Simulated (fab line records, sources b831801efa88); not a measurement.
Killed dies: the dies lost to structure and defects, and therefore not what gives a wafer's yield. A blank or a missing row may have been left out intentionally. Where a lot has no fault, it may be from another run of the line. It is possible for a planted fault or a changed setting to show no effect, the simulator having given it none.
A struck lot beside a sound one	flow sky130	43 steps out of a route of 708
Sound: these wafers, L861.1, L861.2, L861.5. Struck: wafers L855.1, L855.2, L855.5. The cause is given at the end.
Order at every step that has rows: each side's tool, ch and its chambers, its first start. Under that, the readings that differ: sound wafers	struck wafers	difference of the means	sigmas: that difference in standard deviations of wafers without a fault.
alike: readings whose means differ by less than 2 such deviations, and words and numbers that are the same on both sides. not compared: withheld readings, readings that some wafer has no value for, bounds like >300 that may hide the same value, and numbers for which the record gives no deviation and whose values overlap.
The two part at a step that has a row with sigmas, a row that says differs or no value, or rows on one side only. Numbers that don't overlap but have no deviation are shown without sigmas and don't part them. A reading missing from all wafers of one side parts the sides only when that side holds two or more wafers.

SKY_SPACER_ETCHBACK_02: etches Si3N4 in CH3F/O2, stops on SiO2, time 46.7 s, target depth 45 nm.
  sound on rie_diel-02 ch 0,1, day 30 07:45; struck on rie_diel-03 ch 1,2, day 27 22:55
reading	sound	struck	difference	sigmas
throttle_valve_pct (%)	10.544 10.549 10.555	10.575 10.568 10.560	+0.018	+2
  alike: drypump_motor_current_A, oes_product_au
  not compared: rf_hours_counter_h
then, 8 steps without rows for these wafers: SKY_POLY_CUT_DEHYDRATE_00 (time 60 s); SKY_POLY_CUT_HMDS_01 (prime time 60 s); SKY_POLY_CUT_COAT_02 (resist thk 60 nm); SKY_POLY_CUT_COAT_03 (resist thk 450 nm); SKY_POLY_CUT_SOFTBAKE_04 (time 90 s); SKY_POLY_CUT_EXPOSE_05 (exposes mask NPCM, target cd 270 nm); SKY_POLY_CUT_PEB_06; SKY_POLY_CUT_DEVELOP_07 (develop time 60 s).
SKY_POLY_CUT_CD_MEAS_08 targets a cd of 270 nm.
  sound on cd_sem-02 at day 31 10:53; struck on cd_sem-02 at day 29 02:38
  alike: cd_nm
SKY_POLY_CUT_OVL_MEAS_09:
  sound on overlay-01 at day 31 11:01; struck on overlay-01 at day 29 02:45
  alike: POLY_CUT_OVL
SKY_POLY_CUT_ETCH_10: etches BARC in N2/H2, stops on SiO2, time 45.9 s, target depth 60 nm.
  sound on rie_diel-02 ch 1,3, day 31 11:03; struck on rie_diel-01 ch 0,1,2, day 29 02:47
  alike: drypump_motor_current_A, oes_product_au, throttle_valve_pct
  not compared: rf_hours_counter_h
SKY_POLY_CUT_ETCH_11: etches Si3N4 in CF4/CH2F2/Ar, stops on poly-Si, time 42.5 s, target depth 60 nm.
  sound on rie_diel-02 ch 1,3, day 31 11:05; struck on rie_diel-01 ch 0,1,2, day 29 02:50
  alike: drypump_motor_current_A, oes_product_au, throttle_valve_pct
  not compared: rf_hours_counter_h
SKY_POLY_CUT_STRIP_12: strips in O2/N2.
  sound on plasma_asher-02 ch 0,1, day 31 11:08; struck on plasma_asher-04 ch 0,1, day 29 02:52
  alike: drypump_motor_current_A, oes_product_au, strip_time_to_endpoint_s
  not compared: rf_hours_counter_h
then, 7 steps without rows for these wafers: SKY_SD_P_DEHYDRATE_00 (time 60 s); SKY_SD_P_HMDS_01 (prime time 60 s); SKY_SD_P_COAT_02 (resist thk 1140 nm); SKY_SD_P_SOFTBAKE_03 (time 60 s); SKY_SD_P_EXPOSE_04 (exposes mask PSDM, target cd 380 nm); SKY_SD_P_PEB_05; SKY_SD_P_DEVELOP_06 (develop time 60 s).
SKY_SD_P_CD_MEAS_07 targets a cd of 380 nm.
  sound on cd_sem-01 at day 32 14:27; struck on cd_sem-01 at day 30 06:53
  alike: cd_nm
SKY_SD_P_OVL_MEAS_08:
  sound on overlay-01 at day 32 14:34; struck on overlay-01 at day 30 07:00
  alike: SD_P_OVL
following that, these wafers have no rows for 1 step: SKY_SD_P_IMPLANT_09.
SKY_SD_P_STRIP_10: strips in O2/N2.
  sound on plasma_asher-01 ch 0,1, day 32 14:45; struck on plasma_asher-03 ch 0,1, day 30 07:11
  alike: drypump_motor_current_A, oes_product_au, strip_time_to_endpoint_s
  not compared: rf_hours_counter_h
SKY_SD_P_TW_MEAS_11:
  sound on film_metro-04 at day 32 14:51; struck on film_metro-01 at day 30 07:17
  alike: SD_P_TW
then, 3 steps without rows for these wafers: SKY_RES_XHIGH_DEHYDRATE_00 (time 60 s); SKY_RES_XHIGH_HMDS_01 (prime time 60 s); SKY_RES_XHIGH_COAT_02 (resist thk 1140 nm).
SKY_RES_XHIGH_SOFTBAKE_03: time 61.26 s.
  sound on litho_track-01 ch 0, day 33 04:35; struck on litho_track-01 ch 0, day 30 20:47
  alike: chill_plate_temp_C, plate_sensor_t_centre_C, plate_sensor_t_edge_C, resist_line_temp_C
then, 5 steps without rows for these wafers: SKY_RES_XHIGH_EXPOSE_04 (exposes mask URPM, target cd 1270 nm); SKY_RES_XHIGH_PEB_05; SKY_RES_XHIGH_DEVELOP_06 (develop time 60 s); SKY_RES_XHIGH_IMPLANT_07; SKY_RES_XHIGH_STRIP_08 (strips in O2/N2).
SKY_RES_XHIGH_TW_MEAS_09:
  sound on film_metro-04 at day 33 18:17; struck on film_metro-04 at day 31 10:11
  alike: RES_XHIGH_TW
then, 6 steps without rows for these wafers: SKY_SD_N_DEHYDRATE_00 (time 60 s); SKY_SD_N_HMDS_01 (prime time 60 s); SKY_SD_N_COAT_02 (resist thk 1140 nm); SKY_SD_N_SOFTBAKE_03 (time 60 s); SKY_SD_N_EXPOSE_04 (exposes mask NSDM, target cd 380 nm); SKY_SD_N_PEB_05.
-- here the record skips 18 days between the struck wafers' starts before and after, leaving off in module SD_N and picking up in module PAD_OPEN (first step shown: number 708 of the route) --
SKY_PAD_OPEN_PROBE_99:
  sound on prober-01 at day 50 11:38; struck on prober-01 at day 49 01:46
reading	sound	struck	difference	sigmas
killed_at_M4_up	2 9 10	2 3 3	-4	-2
  alike: killed_at_M0_to_M3, killed_at_contacts, killed_at_front_end, killed_at_other, killed_dies, killed_open, killed_short
  not compared: model.etest.licon_poly.rc_ohm

## WHERE THEY PART
At SKY_SPACER_ETCHBACK_02 first; at SKY_PAD_OPEN_PROBE_99 last (within this record only).

WHY: the cause the simulator had injected
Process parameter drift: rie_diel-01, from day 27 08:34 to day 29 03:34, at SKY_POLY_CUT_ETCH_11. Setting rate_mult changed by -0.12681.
